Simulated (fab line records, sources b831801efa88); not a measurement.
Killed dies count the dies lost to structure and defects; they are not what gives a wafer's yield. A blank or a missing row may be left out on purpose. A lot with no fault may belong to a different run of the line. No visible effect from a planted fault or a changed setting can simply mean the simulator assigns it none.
Which tool was responsible? | flow sky130 | 24 lots, 72 wafers sampled, at 5 steps of a route of 708

WHAT THE GAUGES READ, wafer by wafer
SKY_VIA1_OVL_MEAS_13.
lot  | measured     | on         | VIA1_OVL (nm)
L074 | day 33 21:16 | overlay-02 | -8 -1 -6
L075 | day 34 07:16 | overlay-02 | -4 -3 -8
L076 | day 34 13:20 | overlay-01 | 10 8 7
L077 | day 34 23:37 | overlay-01 | -8 1 -6
L078 | day 35 06:19 | overlay-02 | 1 2 5
L079 | day 35 10:43 | overlay-02 | 5 7 8
L080 | day 35 16:19 | overlay-01 | 4 1 3
L081 | day 36 05:28 | overlay-01 | -8 -12 -7
L082 | day 36 22:01 | overlay-02 | 4 9 2
L083 | day 36 19:58 | overlay-01 | -1 -6 -2
L084 | day 37 06:47 | overlay-02 | 8 11 4
L085 | day 37 20:20 | overlay-01 | 8 6 10
L086 | day 38 02:19 | overlay-02 | 3 4 1
L087 | day 38 04:41 | overlay-02 | -12 -11 -8
L088 | day 38 07:34 | overlay-02 | 4 3 7
L089 | day 38 23:07 | overlay-02 | -12 -7 -7
L090 | day 39 01:04 | overlay-01 | 8 10 3
L091 | day 39 11:44 | overlay-01 | 8 9 6
L092 | day 39 18:21 | overlay-02 | -7 -9 -8
L093 | day 40 11:34 | overlay-02 | 4 8 10
L094 | day 40 12:51 | overlay-02 | -7 4 -4
L095 | day 40 16:11 | overlay-01 | -4 -4 -2
L096 | day 40 19:58 | overlay-02 | 3 6 0
L097 | day 40 23:22 | overlay-02 | -1 0 -7

SKY_VIA3_THK_MEAS_01.
lot  | measured     | on           | VIA3_HDPCVD_THK (nm)
L074 | day 38 14:40 | filmMetro-02 | 1621 1663 1614
L075 | day 38 23:31 | filmMetro-02 | 1621 1640 1657
L076 | day 39 04:53 | filmMetro-01 | 1638 1617 1622
L077 | day 39 13:34 | filmMetro-02 | 1622 1653 1605
L078 | day 39 20:32 | filmMetro-02 | 1647 1636 1641
L079 | day 40 00:21 | filmMetro-01 | 1632 1604 1648
L080 | day 40 04:57 | filmMetro-01 | 1639 1642 1649
L081 | day 40 16:59 | filmMetro-04 | 1606 1612 1595
L082 | day 41 08:59 | filmMetro-01 | 1639 1618 1629
L083 | day 41 08:08 | filmMetro-02 | 1643 1617 1641
L084 | day 41 16:54 | filmMetro-01 | 1651 1674 1649
L085 | day 42 07:38 | filmMetro-02 | 1632 1652 1625
L086 | day 42 11:17 | filmMetro-01 | 1641 1637 1647
L087 | day 42 15:04 | filmMetro-02 | 1598 1615 1634
L088 | day 42 16:31 | filmMetro-04 | 1625 1636 1625
L089 | day 43 08:27 | filmMetro-01 | 1666 1666 1689
L090 | day 43 08:37 | filmMetro-04 | 1620 1604 1591
L091 | day 43 18:47 | filmMetro-01 | 1633 1626 1632
L092 | day 43 22:11 | filmMetro-02 | 1637 1657 1649
L093 | day 44 16:09 | filmMetro-01 | 1619 1629 1613
L094 | day 44 16:25 | filmMetro-02 | 1642 1646 1637
L095 | day 44 21:50 | filmMetro-04 | 1632 1600 1601
L096 | day 44 22:46 | filmMetro-02 | 1637 1604 1621
L097 | day 45 01:18 | filmMetro-01 | 1644 1616 1612

EACH LOT AND THE TOOL THAT RAN IT (in order: tool; ch and the chambers of the sampled wafers; start)
lot  | SKY_VT_ADJUST_LVTN_STRIP_20         | SKY_CAPM_CVD_00                 | SKY_METAL3_ETCH_17
L074 | plasmaAsher-03 ch 0,1, day 7 13:28  | pecvd-02 ch 0,1,2, day 36 08:49 | rieDiel-01 ch 0,2,3, day 38 13:40
L075 | plasmaAsher-04 ch 0,1, day 7 20:25  | pecvd-02 ch 0,1, day 36 17:59   | rieDiel-03 ch 0,3, day 38 22:33
L076 | plasmaAsher-04 ch 0,1, day 8 03:07  | pecvd-04 ch 0,1, day 37 00:10   | rieDiel-01 ch 0,1,2, day 39 03:54
L077 | plasmaAsher-04 ch 0,1, day 8 10:54  | pecvd-02 ch 1,2, day 37 09:31   | rieDiel-02 ch 1,3, day 39 12:36
L078 | plasmaAsher-01 ch 0, day 8 20:13    | pecvd-04 ch 0,2, day 37 16:06   | rieDiel-01 ch 0,1,3, day 39 19:28
L079 | plasmaAsher-01 ch 0,1, day 8 22:25  | pecvd-02 ch 0,1, day 37 19:54   | rieDiel-01 ch 1,2,3, day 39 23:21
L080 | plasmaAsher-01 ch 0,1, day 9 01:54  | pecvd-03 ch 0,2, day 38 01:38   | rieDiel-02 ch 0,3, day 40 03:57
L081 | plasmaAsher-01 ch 0,1, day 9 14:42  | pecvd-02 ch 0,2, day 38 13:46   | rieDiel-03 ch 0,2,3, day 40 16:01
L082 | plasmaAsher-01 ch 0,1, day 10 00:42 | pecvd-04 ch 0,2, day 39 06:33   | rieDiel-03 ch 0,1,2, day 41 07:40
L083 | plasmaAsher-03 ch 1, day 10 03:07   | pecvd-03 ch 1,2, day 39 05:39   | rieDiel-02 ch 1,2,3, day 41 07:04
L084 | plasmaAsher-04 ch 0,1, day 10 11:09 | pecvd-02 ch 0,2, day 39 14:22   | rieDiel-02 ch 2,3, day 41 15:52
L085 | plasmaAsher-01 ch 1, day 10 21:07   | pecvd-02 ch 0,1, day 40 06:21   | rieDiel-01 ch 0,2, day 42 06:41
L086 | plasmaAsher-03 ch 0,1, day 11 05:31 | pecvd-04 ch 0,1,2, day 40 08:52 | rieDiel-02 ch 0,1, day 42 10:12
L087 | plasmaAsher-04 ch 0,1, day 11 07:48 | pecvd-04 ch 1,2, day 40 12:49   | rieDiel-01 ch 0,2,3, day 42 13:32
L088 | plasmaAsher-03 ch 0, day 11 12:34   | pecvd-03 ch 0,2, day 40 14:09   | rieDiel-01 ch 0,1,3, day 42 15:18
L089 | plasmaAsher-01 ch 0,1, day 11 21:55 | pecvd-04 ch 0,1,2, day 41 07:55 | rieDiel-03 ch 1,2, day 43 07:07
L090 | plasmaAsher-04 ch 0,1, day 12 03:33 | pecvd-02 ch 0,1,2, day 41 08:47 | rieDiel-01 ch 0,2,3, day 43 07:39
L091 | plasmaAsher-04 ch 0, day 12 11:12   | pecvd-03 ch 0,1, day 41 18:22   | rieDiel-03 ch 0,2,3, day 43 17:49
L092 | plasmaAsher-01 ch 0,1, day 12 21:56 | pecvd-03 ch 0,1,2, day 41 23:09 | rieDiel-01 ch 0,2,3, day 43 21:10
L093 | plasmaAsher-01 ch 0,1, day 13 07:03 | pecvd-02 ch 1,2, day 42 17:20   | rieDiel-02 ch 0,1,3, day 44 14:58
L094 | plasmaAsher-03 ch 0,1, day 13 09:08 | pecvd-04 ch 1,2, day 42 17:47   | rieDiel-02 ch 0,1,3, day 44 15:25
L095 | plasmaAsher-01 ch 0,1, day 13 12:33 | pecvd-03 ch 0,2, day 42 21:28   | rieDiel-01 ch 1,2,3, day 44 20:45
L096 | plasmaAsher-03 ch 0,1, day 13 19:08 | pecvd-02 ch 0,1,2, day 42 23:45 | rieDiel-01 ch 1,2, day 44 21:46
L097 | plasmaAsher-01 ch 0, day 14 03:52   | pecvd-04 ch 0,1,2, day 43 04:14 | rieDiel-02 ch 0,1,3, day 45 00:16
- SKY_VT_ADJUST_LVTN_STRIP_20: strips in O2/N2.
- SKY_CAPM_CVD_00: deposits SiO2, target thk 15.5 nm.
- SKY_METAL3_ETCH_17: etches SiO2 in C4F8/O2/Ar, stops on TiN, time 3.9 s, target depth 15 nm.

AS READ BY THE TOOLS THEMSELVES (means over the sampled wafers that have a number; for cases with no such wafer, the mark the record gives instead)
SKY_VT_ADJUST_LVTN_STRIP_20.
lot  | tool           | drypumpMotorCurrentA (A) | oesProductAu (a.u.) | stripTimeToEndpointS (s)
L074 | plasmaAsher-03 | 5.6                      | 0.716               | 14.16
L075 | plasmaAsher-04 | 5.8                      | 0.717               | 14.23
L076 | plasmaAsher-04 | 5.7                      | 0.717               | 14.18
L077 | plasmaAsher-04 | 5.5                      | 0.716               | 14.21
L078 | plasmaAsher-01 | 6.3                      | 0.718               | 14.18
L079 | plasmaAsher-01 | 6.3                      | 0.711               | 14.20
L080 | plasmaAsher-01 | 6.3                      | 0.715               | 14.25
L081 | plasmaAsher-01 | 6.4                      | 0.715               | 14.16
L082 | plasmaAsher-01 | 6.4                      | 0.710               | 14.20
L083 | plasmaAsher-03 | 5.9                      | 0.714               | 14.20
L084 | plasmaAsher-04 | 5.5                      | 0.713               | 14.22
L085 | plasmaAsher-01 | 6.5                      | 0.717               | 14.11
L086 | plasmaAsher-03 | 5.8                      | 0.716               | 14.21
L087 | plasmaAsher-04 | 5.5                      | 0.713               | 14.23
L088 | plasmaAsher-03 | 5.5                      | 0.711               | 14.17
L089 | plasmaAsher-01 | 6.4                      | 0.717               | 14.18
L090 | plasmaAsher-04 | 5.5                      | 0.716               | 14.13
L091 | plasmaAsher-04 | 5.3                      | 0.713               | 14.18
L092 | plasmaAsher-01 | 6.4                      | 0.713               | 14.22
L093 | plasmaAsher-01 | 6.3                      | 0.713               | 14.24
L094 | plasmaAsher-03 | 5.6                      | 0.712               | 14.21
L095 | plasmaAsher-01 | 6.4                      | 0.712               | 14.21
L096 | plasmaAsher-03 | 5.6                      | 0.713               | 14.17
L097 | plasmaAsher-01 | 6.3                      | 0.723               | 14.18

SKY_CAPM_CVD_00.
lot  | tool     | heaterPowerOuterW (W) | heaterPowerW (W) | rfFwdPowerW (W)
L074 | pecvd-02 | 419                   | 716              | 441.6
L075 | pecvd-02 | 359                   | 669              | 438.5
L076 | pecvd-04 | 458                   | 696              | 442.9
L077 | pecvd-02 | 417                   | 715              | 441.3
L078 | pecvd-04 | 445                   | 760              | 443.7
L079 | pecvd-02 | 405                   | 716              | 441.6
L080 | pecvd-03 | 413                   | 702              | 443.5
L081 | pecvd-02 | 409                   | 730              | 439.0
L082 | pecvd-04 | 451                   | 790              | 445.0
L083 | pecvd-03 | 343                   | 660              | 444.5
L084 | pecvd-02 | 341                   | 602              | 441.2
L085 | pecvd-02 | 420                   | 757              | 440.8
L086 | pecvd-04 | 429                   | 714              | 443.1
L087 | pecvd-04 | 516                   | 845              | 443.2
L088 | pecvd-03 | 359                   | 626              | 442.0
L089 | pecvd-04 | 461                   | 746              | 442.1
L090 | pecvd-02 | 375                   | 681              | 439.6
L091 | pecvd-03 | 403                   | 730              | 444.4
L092 | pecvd-03 | 394                   | 705              | 444.0
L093 | pecvd-02 | 426                   | 717              | 440.1
L094 | pecvd-04 | 499                   | 817              | 443.4
L095 | pecvd-03 | 365                   | 659              | 443.8
L096 | pecvd-02 | 367                   | 657              | 440.9
L097 | pecvd-04 | 476                   | 774              | 444.5

SKY_METAL3_ETCH_17.
lot  | tool       | oesProductAu (a.u.) | rfFwdPowerW (W)
L074 | rieDiel-01 | 0.753               | 1464
L075 | rieDiel-03 | 0.755               | 1470
L076 | rieDiel-01 | 0.756               | 1466
L077 | rieDiel-02 | 0.755               | 1462
L078 | rieDiel-01 | 0.749               | 1471
L079 | rieDiel-01 | 0.753               | 1466
L080 | rieDiel-02 | 0.752               | 1474
L081 | rieDiel-03 | 0.759               | 1469
L082 | rieDiel-03 | 0.754               | 1465
L083 | rieDiel-02 | 0.753               | 1466
L084 | rieDiel-02 | 0.758               | 1469
L085 | rieDiel-01 | 0.745               | 1463
L086 | rieDiel-02 | 0.757               | 1465
L087 | rieDiel-01 | 0.751               | 1469
L088 | rieDiel-01 | 0.756               | 1473
L089 | rieDiel-03 | 0.757               | 1468
L090 | rieDiel-01 | 0.742               | 1471
L091 | rieDiel-03 | 0.755               | 1471
L092 | rieDiel-01 | 0.756               | 1471
L093 | rieDiel-02 | 0.753               | 1470
L094 | rieDiel-02 | 0.751               | 1471
L095 | rieDiel-01 | 0.751               | 1471
L096 | rieDiel-01 | 0.761               | 1465
L097 | rieDiel-02 | 0.760               | 1467

THE ANSWER, worked out from the rows above alone
Rule: the usual values come from the lots themselves. The widest of any qualifying gaps counts: lots, ordered by their means at a reading, are off when they make up no more than a third of the lots, leave a main group of 4 or more, and stand apart from it by 3 or more times the standard deviation of that group's means. If all means in a main group match to the digits the tables above print for the reading, that group is not used. Also off: a lot with no number at a reading for which 4 or more lots have one. Where the step has rows for the other lots, those lots are counted as sound. After the gauges, taken in route order, come the tools' own readings; for these a lot's mean is taken, as printed above. The first step at which some lot is off is used, and at that step the reading that is off furthest; a lot without a number counts as furthest.
None of the lots is off at any reading shown; this tells nothing.

WHAT THE SIMULATOR HAD PUT IN
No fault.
